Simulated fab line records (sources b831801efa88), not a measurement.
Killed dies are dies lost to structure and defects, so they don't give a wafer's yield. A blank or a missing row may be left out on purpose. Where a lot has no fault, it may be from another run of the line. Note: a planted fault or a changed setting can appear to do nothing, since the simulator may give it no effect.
fab line records	flow sky130
[record] lots = 13	wafers = 39	last_day = 50
route steps=708 shown CONTACT@408 METAL5@662 PAD_OPEN@708
lots with no fault: from the same line, run without faults
start_h: the number of hours between the record's first day and the start of the first shown wafer of the lot	wait_h: hours from the lot's prior step to this one	" as in the row above	L1.1+2: a single row standing in for several wafers	- no value present, or no start provided	* or withheld: withheld	< > ~ a bound
route shown NAME@n: NAME is a module with steps in the file, n the number in the route of the first one	usual: mean/standard deviation of fault-free wafers	same: alike in all rows	chamber/n: place in a boat	sites: per-site readings	_std_site: how widely they spread, as a standard deviation	_edge_site: mean of outer sites minus mean of inner sites	radius_mm: for every site, how far away it sits from the centre of the wafer	mask NAME#n: copy n	behind: the tool/chamber that last shaped the wafer	hold: why the lot was held/for how many hours/how that ended	device: the transistor (n, p or np) that didn't switch	end of line: at the end of the route, the tests of the same wafers	where a step has no rows: the recipe by itself	killed: dies that structure and defects cost at the first sort, which is not the same as the wafer's yield	map: a wafer's dies, x killed, . not, _ none there
set.NAME: the setting the step ran with; set.NAME@STEP: the setting that earlier step ran with	model.NAME: the simulator's own value behind a step, which no gauge read
the route's steps for a sample of lots (tables are steps, rows are wafers)
services: a tool's chamber out of use, with start hour (start_h, from the record's first day; less than 0 if before it), hours out, and reason
[[steps]]
[step SKY_CONTACT_HDPCVD_02]
[recipe] material = SiO2	target_thk_nm = 565	sigma_open_frac = 0.3	time_s = 94.2	temp_c = 600	sih4_flow_sccm = 60	pressure_mtorr = 6
lot.wafer	tool	chamber	start_h	wait_h
L477.3+5+6	hdpcvd-01	2,0,1	698.73	0.0
L478.1+4+6	hdpcvd-01	2,0,1	707.73	0.1
L479.1+2+6	hdpcvd-02	2,1,2	749.28	0.1
L481.1+3+6	hdpcvd-01	2,1,1	751.36	0.1
L480.1+4+5	hdpcvd-01	0,2,1	752.90	0.1
L487.1+5+6	hdpcvd-01	0,0,1	778.13	0.1
L491.1+2+4	hdpcvd-02	2,1,1	805.92	0.1
L492.2+5+6	hdpcvd-01	1,1,0	816.34	0.0
L493.2+4+5	hdpcvd-01	0,0,1	826.15	0.0
L494.3+4+5	hdpcvd-01	0,0,1	830.82	0.0
L498.1+3+5	hdpcvd-02	1,0,0	858.39	0.1
L499.3+5+6	hdpcvd-02	2,2,0	872.83	0.0
L500.1+2+5	hdpcvd-02	0,2,2	873.53	0.1
[step SKY_METAL5_SPUTTER_01]
[recipe] material = TiN	target_thk_nm = 20	power_w = 6500	time_s = 16.7	chamber_pressure_pa = 0.4
[usual] throttle_valve_pct = 29.9/1.6
lot.wafer	tool	chamber	start_h	wait_h	throttle_valve_pct
L477.3	pvd_sputter-03	-	996.39	0.0	30.7
L477.5	"	-	"	"	30.2
L477.6	"	-	"	"	29.3
L478.1	pvd_sputter-02	-	1007.73	0.0	31.7
L478.4	"	-	"	"	26.1
L478.6	"	-	"	"	31.8
L481.1	pvd_sputter-03	-	1043.19	0.0	30.6
L481.3	"	-	"	"	29.9
L481.6	"	-	"	"	29.0
L479.1	pvd_sputter-02	-	1044.77	0.0	28.6
L479.2	"	-	"	"	30.1
L479.6	"	-	"	"	25.8
L480.1	pvd_sputter-01	-	1045.82	0.0	31.2
L480.4	"	-	"	"	31.9
L480.5	"	-	"	"	31.1
L487.1	pvd_sputter-01	-	1065.15	0.0	30.6
L487.5	"	-	"	"	31.1
L487.6	"	-	"	"	28.9
L491.1	pvd_sputter-03	-	1086.20	0.0	30.0
L491.2	"	-	"	"	29.3
L491.4	"	-	"	"	30.8
L492.2	pvd_sputter-01	-	1096.63	0.0	32.0
L492.5	"	-	"	"	31.1
L492.6	"	-	"	"	32.0
L493.2	pvd_sputter-01	-	1104.49	0.0	30.9
L493.4	"	-	"	"	30.6
L493.5	"	-	"	"	29.3
L494.3	pvd_sputter-02	-	1107.25	0.0	30.1
L494.4	"	-	"	"	30.1
L494.5	"	-	"	"	26.0
L498.1	pvd_sputter-02	-	1128.41	0.0	28.8
L498.3	"	-	"	"	31.6
L498.5	"	-	"	"	26.1
L499.3	pvd_sputter-01	-	1140.43	0.0	30.4
L499.5	"	-	"	"	32.0
L499.6	"	-	"	"	31.0
L500.1	pvd_sputter-03	-	1143.47	0.0	30.7
L500.2	"	-	"	"	30.3
L500.5	"	-	"	"	29.6
[step SKY_METAL5_SPUTTER_02]
[recipe] material = AlCu	target_thk_nm = 1150	power_w = 10600	time_s = 61.2	chamber_pressure_pa = 0.4
[usual] throttle_valve_pct = 29.9/1.6
lot.wafer	tool	chamber	start_h	wait_h	throttle_valve_pct
L477.3	pvd_sputter-03	-	996.41	0.0	30.9
L477.5	"	-	"	"	30.0
L477.6	"	-	"	"	29.7
L478.1	pvd_sputter-02	-	1007.76	0.0	32.0
L478.4	"	-	"	"	25.9
L478.6	"	-	"	"	31.7
L481.1	pvd_sputter-03	-	1043.21	0.0	30.8
L481.3	"	-	"	"	29.8
L481.6	"	-	"	"	29.4
L479.1	pvd_sputter-02	-	1044.80	0.0	28.6
L479.2	"	-	"	"	30.6
L479.6	"	-	"	"	25.9
L480.1	pvd_sputter-01	-	1045.84	0.0	31.1
L480.4	"	-	"	"	31.8
L480.5	"	-	"	"	31.0
L487.1	pvd_sputter-01	-	1065.17	0.0	30.6
L487.5	"	-	"	"	31.0
L487.6	"	-	"	"	29.1
L491.1	pvd_sputter-03	-	1086.22	0.0	30.2
L491.2	"	-	"	"	29.4
L491.4	"	-	"	"	30.9
L492.2	pvd_sputter-01	-	1096.66	0.0	31.9
L492.5	"	-	"	"	31.0
L492.6	"	-	"	"	32.0
L493.2	pvd_sputter-01	-	1104.52	0.0	30.7
L493.4	"	-	"	"	30.4
L493.5	"	-	"	"	29.3
L494.3	pvd_sputter-02	-	1107.28	0.0	30.1
L494.4	"	-	"	"	30.3
L494.5	"	-	"	"	25.8
L498.1	pvd_sputter-02	-	1128.43	0.0	28.9
L498.3	"	-	"	"	31.7
L498.5	"	-	"	"	25.9
L499.3	pvd_sputter-01	-	1140.46	0.0	30.4
L499.5	"	-	"	"	31.7
L499.6	"	-	"	"	31.0
L500.1	pvd_sputter-03	-	1143.50	0.0	30.7
L500.2	"	-	"	"	30.1
L500.5	"	-	"	"	29.4
[step SKY_METAL5_METAL_ETCH_15]
[recipe] target_depth_a = 12600	stop_on = SiO2	over_etch_frac = 0.2	time_s = 252	chemistry = Cl2/BCl3	resist_sidewall_deg = 86	pressure_mtorr = 10	icp_w = 900	bias_w = 48.5	Cl2_flow_sccm = 60	bcl3_flow_sccm = 30
[usual] bias_w = 48.48/0.13	drypump_motor_current_A = 5.42/0.2	oes_product_au = 0.894/0.0049	throttle_valve_pct = 22.265/0.0098
lot.wafer	tool	chamber	start_h	wait_h	bias_w	drypump_motor_current_A	oes_product_au	rf_hours_counter_h	throttle_valve_pct
L477.3	rie_metal-04	1	1018.90	0.1	48.50	5.07	0.897	-	22.263
L477.5	"	0	"	"	48.32	5.61	0.898	-	22.279
L477.6	"	1	"	"	48.70	5.08	0.900	-	22.261
L478.1	rie_metal-04	1	1030.38	0.0	48.86	5.05	0.898	10	22.260
L478.4	"	1	"	"	48.41	5.05	0.898	-	22.259
L478.6	"	1	"	"	48.63	5.04	0.883	-	22.259
L481.1	rie_metal-04	0	1064.81	0.0	48.51	5.63	0.894	15	22.264
L481.3	"	1	"	"	48.38	5.06	0.897	-	22.259
L481.6	"	0	"	"	48.47	5.64	0.902	-	22.278
L479.1	rie_metal-03	1	1066.86	0.0	48.49	5.36	0.900	11	22.269
L479.2	"	0	"	"	48.52	5.43	0.899	15	22.251
L479.6	"	0	"	"	48.64	5.44	0.892	-	22.264
L480.1	rie_metal-04	0	1066.87	0.0	48.67	5.62	0.891	15	22.260
L480.4	"	0	"	"	48.74	5.66	0.882	-	22.259
L480.5	"	1	"	"	48.35	5.04	0.891	-	22.266
L487.1	rie_metal-04	1	1085.18	0.0	48.43	5.06	0.896	14	22.260
L487.5	"	1	"	"	48.43	5.05	0.896	-	22.244
L487.6	"	0	"	"	48.62	5.65	0.897	-	22.259
L491.1	rie_metal-03	0	1106.77	0.0	48.44	5.49	0.887	19	22.271
L491.2	"	1	"	"	48.26	5.34	0.895	14	22.266
L491.4	"	0	"	"	48.63	5.49	0.896	-	22.263
L492.2	rie_metal-03	0	1117.53	0.0	48.60	5.48	0.894	19	22.279
L492.5	"	0	"	"	48.28	5.46	0.894	-	22.282
L492.6	"	1	"	"	48.47	5.34	0.895	-	22.246
L493.2	rie_metal-03	0	1125.22	0.0	48.43	5.43	0.887	20	22.258
L493.4	"	0	"	"	48.33	5.44	0.895	-	22.247
L493.5	"	0	"	"	48.44	5.45	0.889	-	22.270
L494.3	rie_metal-02	0	1128.20	0.1	48.42	5.65	0.894	-	22.254
L494.4	"	1	"	"	48.37	5.42	0.886	-	22.247
L494.5	"	1	"	"	48.54	5.43	0.884	-	22.250
L498.1	rie_metal-03	1	1147.57	0.0	48.55	5.36	0.896	17	22.257
L498.3	"	1	"	"	48.50	5.33	0.904	-	22.259
L498.5	"	0	"	"	48.44	5.49	0.891	-	22.284
L499.3	rie_metal-03	1	1157.29	0.1	48.32	5.35	0.899	-	22.283
L499.5	"	0	"	"	48.60	5.42	0.891	-	22.270
L499.6	"	1	"	"	48.48	5.32	0.899	-	22.276
L500.1	rie_metal-04	1	1160.41	0.0	48.33	5.07	0.890	20	22.267
L500.2	"	0	"	"	48.55	5.68	0.899	22	22.267
L500.5	"	0	"	"	48.45	5.64	0.888	-	22.281
[step SKY_PAD_OPEN_PROBE_99]
[usual] killed_at_M0_to_M3 = 43/7.4	killed_at_M4_up = 3.5/2.1	killed_at_contacts = 24/5.4	killed_at_front_end = 15/4.7	killed_at_other = 0.2/0.44	killed_dies = 85/10	killed_open = 47/7.1	killed_short = 38/7
[same] gross_dies = 492	killed_at_back_side = 0
lot.wafer	tool	chamber	start_h	wait_h	killed_at_M0_to_M3	killed_at_M4_up	killed_at_contacts	killed_at_front_end	killed_at_other	killed_dies	killed_open	killed_short
L477.3	prober-02	-	1067.32	0.2	48	0	26	14	0	88	45	43
L477.5	prober-02	-	1067.42	0.2	57	3	26	21	0	107	56	51
L477.6	prober-02	-	1067.47	0.2	51	4	18	21	1	95	47	48
L478.1	prober-01	-	1077.82	0.1	53	3	25	10	1	92	58	34
L478.4	prober-01	-	1077.97	0.2	38	1	34	15	0	88	54	34
L478.6	prober-01	-	1078.07	0.2	50	4	22	16	0	92	41	51
L481.1	prober-02	-	1109.41	0.1	50	4	22	16	0	92	58	34
L481.3	prober-02	-	1109.51	0.2	57	8	27	16	0	108	54	54
L481.6	prober-02	-	1109.66	0.2	46	3	16	4	0	69	37	32
L480.1	prober-01	-	1111.16	0.1	49	4	24	13	0	90	42	48
L480.4	prober-01	-	1111.31	0.2	41	4	20	7	0	72	39	33
L480.5	prober-01	-	1111.36	0.2	45	4	20	18	0	87	45	42
L479.1	prober-02	-	1111.60	0.1	53	3	24	15	0	95	58	37
L479.2	prober-02	-	1111.65	0.1	54	7	26	8	0	95	53	42
L479.6	prober-02	-	1111.85	0.2	49	2	23	11	0	85	48	37
L487.1	prober-01	-	1129.98	0.1	41	7	30	10	0	88	46	42
L487.5	prober-01	-	1130.18	0.2	35	2	23	23	0	83	49	34
L487.6	prober-01	-	1130.23	0.2	52	0	20	8	0	80	37	43
L491.1	prober-02	-	1150.19	0.1	35	2	66	17	1	121	46	34
L491.2	prober-02	-	1150.24	0.1	40	5	19	10	0	74	41	33
L491.4	prober-02	-	1150.34	0.2	35	3	14	17	0	69	37	32
L492.2	prober-01	-	1157.07	0.1	50	4	28	17	0	99	71	28
L492.5	prober-01	-	1157.22	0.2	43	1	19	12	0	75	38	37
L492.6	prober-01	-	1157.27	0.2	45	2	25	12	1	85	49	36
L493.2	prober-02	-	1164.39	0.1	44	2	21	10	0	77	41	36
L493.4	prober-02	-	1164.49	0.2	42	4	18	11	0	75	31	44
L493.5	prober-02	-	1164.54	0.2	30	7	22	17	0	76	38	38
L494.3	prober-01	-	1167.77	0.2	40	2	25	11	0	78	42	36
L494.4	prober-01	-	1167.82	0.2	44	2	28	15	0	89	47	41
L494.5	prober-01	-	1167.87	0.2	33	2	20	16	0	71	37	33
L498.1	prober-01	-	1185.21	0.1	59	4	34	8	0	105	48	57
L498.3	prober-01	-	1185.31	0.2	48	4	20	18	1	91	50	41
L498.5	prober-01	-	1185.41	0.2	48	2	39	16	0	105	52	53
L499.3	prober-02	-	1192.93	0.2	47	3	29	12	0	91	50	41
L499.5	prober-02	-	1193.03	0.2	40	3	14	16	1	74	47	27
L499.6	prober-02	-	1193.08	0.2	50	4	20	13	0	87	52	34
L500.1	prober-01	-	1194.77	0.1	31	0	30	17	0	78	47	31
L500.2	prober-01	-	1194.82	0.1	39	0	27	14	0	80	52	28
L500.5	prober-01	-	1194.97	0.2	32	0	20	13	0	65	43	22
// killed by level:class
L477.3 CONTACT:geometric_particle:open=12 VIA2:geometric_particle:open=8 METAL1:geometric_particle:short=7 VIA3:geometric_particle:open=7 VIA1:geometric_particle:short=6 VIA1:geometric_particle:open=5 LOCAL_INTERCONNECT:geometric_particle:short=5 METAL3:geometric_particle:short=5
L477.5 VIA1:geometric_particle:open=14 CONTACT:geometric_particle:open=11 FIELD_ISO:geometric_particle:open=8 METAL2:geometric_particle:short=8 METAL1:geometric_particle:short=7 VIA2:geometric_particle:open=7 VIA1:geometric_particle:short=7 POLY_GATE:geometric_particle:short=5
L477.6 VIA1:geometric_particle:open=10 METAL2:geometric_particle:short=10 VIA1:geometric_particle:short=7 CONTACT:geometric_particle:short=6 VIA2:geometric_particle:open=6 CONTACT:geometric_particle:open=5 METAL1:geometric_particle:short=5 POLY_GATE:geometric_particle:short=4
L478.1 VIA1:geometric_particle:open=17 VIA3:geometric_particle:open=10 CONTACT:geometric_particle:open=9 LI_CONTACT:geometric_particle:open=7 VIA2:geometric_particle:open=7 VIA1:geometric_particle:short=6 FIELD_ISO:geometric_particle:short=4 CONTACT:geometric_particle:short=4
L478.4 CONTACT:geometric_particle:open=13 VIA1:geometric_particle:open=8 VIA2:geometric_particle:open=8 FIELD_ISO:geometric_particle:open=6 FIELD_ISO:geometric_particle:short=6 LI_CONTACT:geometric_particle:open=5 VIA3:geometric_particle:open=5 CONTACT:geometric_particle:short=5
L478.6 VIA1:geometric_particle:open=12 VIA2:geometric_particle:open=9 CONTACT:geometric_particle:open=8 FIELD_ISO:geometric_particle:short=7 CONTACT:geometric_particle:short=6 METAL1:geometric_particle:short=6 POLY_GATE:geometric_particle:short=5 LOCAL_INTERCONNECT:geometric_particle:short=4
L481.1 VIA3:geometric_particle:open=11 VIA1:geometric_particle:open=10 LI_CONTACT:geometric_particle:open=7 CONTACT:geometric_particle:open=7 METAL1:geometric_particle:short=7 VIA2:geometric_particle:open=7 FIELD_ISO:geometric_particle:open=6 CONTACT:geometric_particle:short=6
L481.3 VIA1:geometric_particle:open=17 CONTACT:geometric_particle:open=12 METAL1:geometric_particle:short=12 POLY_GATE:geometric_particle:short=6 LOCAL_INTERCONNECT:geometric_particle:short=6 CONTACT:geometric_particle:short=6 METAL4:geometric_particle:short=5 VIA3:geometric_particle:open=5
L481.6 METAL2:geometric_particle:short=9 VIA1:geometric_particle:open=7 VIA2:geometric_particle:open=7 CONTACT:geometric_particle:open=6 CONTACT:geometric_particle:short=5 METAL1:geometric_particle:short=4 VIA1:geometric_particle:short=4 METAL1:geometric_particle:open=4
L480.1 CONTACT:geometric_particle:open=12 METAL2:geometric_particle:short=8 VIA1:geometric_particle:open=7 VIA1:geometric_particle:short=6 VIA2:geometric_particle:open=6 METAL3:geometric_particle:short=6 LI_CONTACT:geometric_particle:open=5 METAL1:geometric_particle:short=5
L480.4 VIA1:geometric_particle:open=12 CONTACT:geometric_particle:open=7 METAL1:geometric_particle:short=7 LI_CONTACT:geometric_particle:open=6 VIA2:geometric_particle:short=4 CONTACT:geometric_particle:short=4 VIA1:geometric_particle:short=4 VIA3:geometric_particle:open=4
L480.5 CONTACT:geometric_particle:open=9 VIA2:geometric_particle:open=9 METAL2:geometric_particle:short=9 LI_CONTACT:geometric_particle:open=7 POLY_GATE:geometric_particle:open=6 VIA1:geometric_particle:short=6 VIA1:geometric_particle:open=6 POLY_GATE:geometric_particle:short=5
L479.1 VIA1:geometric_particle:open=17 CONTACT:geometric_particle:open=9 METAL1:geometric_particle:short=8 LI_CONTACT:geometric_particle:open=7 VIA3:geometric_particle:open=7 FIELD_ISO:geometric_particle:open=5 METAL2:geometric_particle:short=5 POLY_GATE:geometric_particle:open=5
L479.2 VIA1:geometric_particle:open=17 LOCAL_INTERCONNECT:geometric_particle:short=12 VIA2:geometric_particle:open=9 LI_CONTACT:geometric_particle:open=5 CONTACT:geometric_particle:open=5 VIA1:geometric_particle:short=5 METAL1:geometric_particle:short=4 METAL4:geometric_particle:short=4
L479.6 VIA1:geometric_particle:open=14 LI_CONTACT:geometric_particle:open=8 VIA3:geometric_particle:open=5 CONTACT:geometric_particle:open=5 METAL2:geometric_particle:short=5 METAL1:geometric_particle:short=5 VIA2:geometric_particle:open=5 FIELD_ISO:geometric_particle:short=4
L487.1 VIA2:geometric_particle:open=13 CONTACT:geometric_particle:open=9 METAL1:geometric_particle:short=7 LI_CONTACT:geometric_particle:short=6 LI_CONTACT:geometric_particle:open=5 CONTACT:geometric_particle:short=5 POLY_GATE:geometric_particle:short=4 VIA1:geometric_particle:open=4
L487.5 CONTACT:geometric_particle:open=10 VIA1:geometric_particle:open=8 LI_CONTACT:geometric_particle:open=7 FIELD_ISO:geometric_particle:open=6 POLY_GATE:geometric_particle:open=5 POLY_GATE:geometric_particle:short=5 SPACER:geometric_particle:open=4 CONTACT:geometric_particle:short=4
L487.6 METAL1:geometric_particle:short=10 VIA3:geometric_particle:open=8 CONTACT:geometric_particle:short=8 CONTACT:geometric_particle:open=7 VIA2:geometric_particle:open=7 VIA1:geometric_particle:open=6 VIA1:geometric_particle:short=5 VIA3:geometric_particle:short=4
L491.1 CONTACT:unspecified=41 VIA1:geometric_particle:open=9 CONTACT:geometric_particle:short=8 CONTACT:geometric_particle:open=7 FIELD_ISO:geometric_particle:open=6 METAL2:geometric_particle:short=6 LI_CONTACT:geometric_particle:open=5 VIA2:geometric_particle:open=5
L491.2 CONTACT:geometric_particle:open=12 VIA1:geometric_particle:open=8 FIELD_ISO:geometric_particle:short=5 METAL1:geometric_particle:short=5 METAL1:geometric_particle:open=5 VIA3:geometric_particle:open=5 METAL2:geometric_particle:short=4 VIA3:geometric_particle:short=4
L491.4 VIA1:geometric_particle:open=8 VIA3:geometric_particle:open=8 METAL1:geometric_particle:short=7 FIELD_ISO:geometric_particle:short=5 LI_CONTACT:geometric_particle:open=5 FIELD_ISO:geometric_particle:open=4 LI_CONTACT:geometric_particle:short=4 POLY_CUT:geometric_particle:open=3
L492.2 VIA3:geometric_particle:open=13 VIA1:geometric_particle:open=11 CONTACT:geometric_particle:open=10 VIA2:geometric_particle:open=10 LI_CONTACT:geometric_particle:open=9 CONTACT:geometric_particle:short=6 FIELD_ISO:geometric_particle:open=5 METAL1:geometric_particle:open=4
L492.5 VIA1:geometric_particle:open=12 VIA2:geometric_particle:short=7 CONTACT:geometric_particle:open=6 METAL1:geometric_particle:short=6 VIA3:geometric_particle:short=6 LI_CONTACT:geometric_particle:open=5 VIA2:geometric_particle:open=5 FIELD_ISO:geometric_particle:short=3
L492.6 VIA1:geometric_particle:open=9 LI_CONTACT:geometric_particle:open=9 CONTACT:geometric_particle:open=9 VIA2:geometric_particle:open=8 VIA3:geometric_particle:open=7 VIA1:geometric_particle:short=6 VIA3:geometric_particle:short=6 CONTACT:geometric_particle:short=3
L493.2 METAL1:geometric_particle:short=12 VIA1:geometric_particle:open=10 CONTACT:geometric_particle:open=9 CONTACT:geometric_particle:short=5 VIA2:geometric_particle:open=4 VIA1:geometric_particle:short=4 FIELD_ISO:geometric_particle:open=3 LI_CONTACT:geometric_particle:short=3
L493.4 METAL1:geometric_particle:short=9 VIA1:geometric_particle:short=7 VIA1:geometric_particle:open=6 CONTACT:geometric_particle:open=5 VIA3:geometric_particle:open=5 LI_CONTACT:geometric_particle:open=4 CONTACT:geometric_particle:short=4 METAL2:geometric_particle:short=4
L493.5 CONTACT:geometric_particle:open=7 METAL1:geometric_particle:short=6 VIA1:geometric_particle:open=6 FIELD_ISO:geometric_particle:short=5 LI_CONTACT:geometric_particle:open=5 CONTACT:geometric_particle:short=4 VIA2:geometric_particle:open=4 VIA3:geometric_particle:open=4
L494.3 LI_CONTACT:geometric_particle:open=8 VIA3:geometric_particle:open=8 VIA1:geometric_particle:open=7 CONTACT:geometric_particle:short=7 CONTACT:geometric_particle:open=6 POLY_GATE:geometric_particle:open=5 VIA2:geometric_particle:open=5 VIA3:geometric_particle:short=5
L494.4 VIA1:geometric_particle:open=11 VIA3:geometric_particle:open=10 LI_CONTACT:geometric_particle:open=8 CONTACT:geometric_particle:open=6 LOCAL_INTERCONNECT:geometric_particle:short=5 CONTACT:geometric_particle:short=5 METAL3:geometric_particle:short=5 FIELD_ISO:geometric_particle:short=4
L494.5 VIA1:geometric_particle:open=10 CONTACT:geometric_particle:open=9 METAL2:geometric_particle:short=6 POLY_GATE:geometric_particle:short=5 LI_CONTACT:geometric_particle:open=4 FIELD_ISO:geometric_particle:open=3 POLY_GATE:geometric_particle:open=3 CONTACT:geometric_particle:short=3
L498.1 METAL2:geometric_particle:short=10 LI_CONTACT:geometric_particle:open=9 VIA1:geometric_particle:open=9 VIA2:geometric_particle:open=8 CONTACT:geometric_particle:open=8 LI_CONTACT:geometric_particle:short=7 CONTACT:geometric_particle:short=7 VIA1:geometric_particle:short=6
L498.3 LI_CONTACT:geometric_particle:open=9 VIA1:geometric_particle:open=8 METAL1:geometric_particle:short=8 CONTACT:geometric_particle:open=6 METAL2:geometric_particle:short=6 VIA3:geometric_particle:open=6 FIELD_ISO:geometric_particle:short=5 VIA2:geometric_particle:short=5
L498.5 VIA1:geometric_particle:open=10 CONTACT:geometric_particle:short=10 CONTACT:geometric_particle:open=10 METAL2:geometric_particle:short=9 LI_CONTACT:geometric_particle:open=8 LOCAL_INTERCONNECT:geometric_particle:short=7 VIA2:geometric_particle:open=6 VIA3:geometric_particle:open=6
L499.3 VIA1:geometric_particle:open=13 CONTACT:geometric_particle:open=11 LOCAL_INTERCONNECT:geometric_particle:short=8 LI_CONTACT:geometric_particle:open=7 VIA2:geometric_particle:open=7 FIELD_ISO:geometric_particle:short=6 METAL1:geometric_particle:short=6 VIA1:geometric_particle:short=6
L499.5 VIA1:geometric_particle:open=10 FIELD_ISO:geometric_particle:open=7 VIA3:geometric_particle:open=6 METAL1:geometric_particle:short=5 VIA2:geometric_particle:open=5 LI_CONTACT:geometric_particle:open=4 VIA1:geometric_particle:short=4 POLY_GATE:geometric_particle:short=3
L499.6 VIA2:geometric_particle:open=10 CONTACT:geometric_particle:open=9 VIA1:geometric_particle:open=8 METAL1:geometric_particle:short=7 FIELD_ISO:geometric_particle:open=6 VIA1:geometric_particle:short=6 VIA3:geometric_particle:open=6 LI_CONTACT:geometric_particle:open=5
L500.1 CONTACT:geometric_particle:open=11 VIA1:geometric_particle:open=8 FIELD_ISO:geometric_particle:short=7 VIA2:geometric_particle:open=7 LI_CONTACT:geometric_particle:open=6 LOCAL_INTERCONNECT:geometric_particle:short=6 FIELD_ISO:geometric_particle:open=4 CONTACT:geometric_particle:short=4
L500.2 VIA1:geometric_particle:open=11 CONTACT:geometric_particle:open=9 LI_CONTACT:geometric_particle:open=9 VIA2:geometric_particle:open=7 POLY_GATE:geometric_particle:short=5 FIELD_ISO:geometric_particle:open=4 METAL2:geometric_particle:short=4 VIA3:geometric_particle:open=4
L500.5 VIA2:geometric_particle:open=9 VIA1:geometric_particle:open=8 LI_CONTACT:geometric_particle:open=6 CONTACT:geometric_particle:open=5 VIA3:geometric_particle:open=4 FIELD_ISO:geometric_particle:short=3 FIELD_ISO:geometric_particle:open=3 POLY_GATE:geometric_particle:open=3
[[services]]
tool	chamber	start_h	hours	kind
pvd_sputter-02	-	684.67	4.6	repair
rie_metal-04	0	687.58	3.6	repair
pvd_sputter-01	-	713.34	9.1	repair
pvd_sputter-02	-	716.49	2.7	repair
pvd_sputter-03	-	718.10	6.2	repair
rie_metal-04	-	794.93	2.8	pm
pvd_sputter-02	-	803.75	4.4	repair
rie_metal-03	1	816.89	4.6	repair
pvd_sputter-01	-	842.46	0.5	repair
pvd_sputter-03	-	850.45	5.4	repair
pvd_sputter-03	-	850.84	1.9	repair
pvd_sputter-01	-	866.82	1.1	repair
hdpcvd-01	-	867.86	0.8	pm
hdpcvd-01	2	871.49	19.5	repair
hdpcvd-01	1	872.19	4.0	repair
pvd_sputter-03	-	889.20	6.1	repair
hdpcvd-01	-	950.25	15.0	pm
pvd_sputter-03	-	950.59	4.6	repair
hdpcvd-01	1	980.75	16.8	repair
pvd_sputter-01	-	1075.31	11.5	repair
pvd_sputter-03	-	1079.40	2.8	repair
rie_metal-04	1	1086.94	7.9	repair
pvd_sputter-03	-	1091.87	2.5	repair
hdpcvd-01	-	1121.78	2.8	pm
[[key]]
[first_sign] step = SKY_PAD_OPEN_PROBE_99	reading = killed_at_contacts	direction = up	sigmas = 7.8	usual = 24	struck = 66
[effect] step = SKY_PAD_OPEN_PROBE_99	reading = killed_dies	direction = up	sigmas = 3.6	usual = 85	struck = 121
met_at SKY_CONTACT_HDPCVD_02
struck_lots L491
struck_wafers L491.1
tester_left_out L491
not_acting_at SKY_METAL5_SPUTTER_01,SKY_METAL5_SPUTTER_02,SKY_METAL5_METAL_ETCH_15
onset_between 749.28 805.92
[fault] kind = chamber_particle_source	tool = hdpcvd-02	chamber = 2	onset_h = 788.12	steps = SKY_CONTACT_HDPCVD_02	rate_per_visit_cm2 = 0.4149	end_h = 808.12
// tester_left_out: of these lots the tester's yield and bins aren't shown, on N5 and GAA mostly nor the transistor test; their killed dies are dies lost to structure and defects alone, not to doping, threshold or leakage, so they don't give the yield
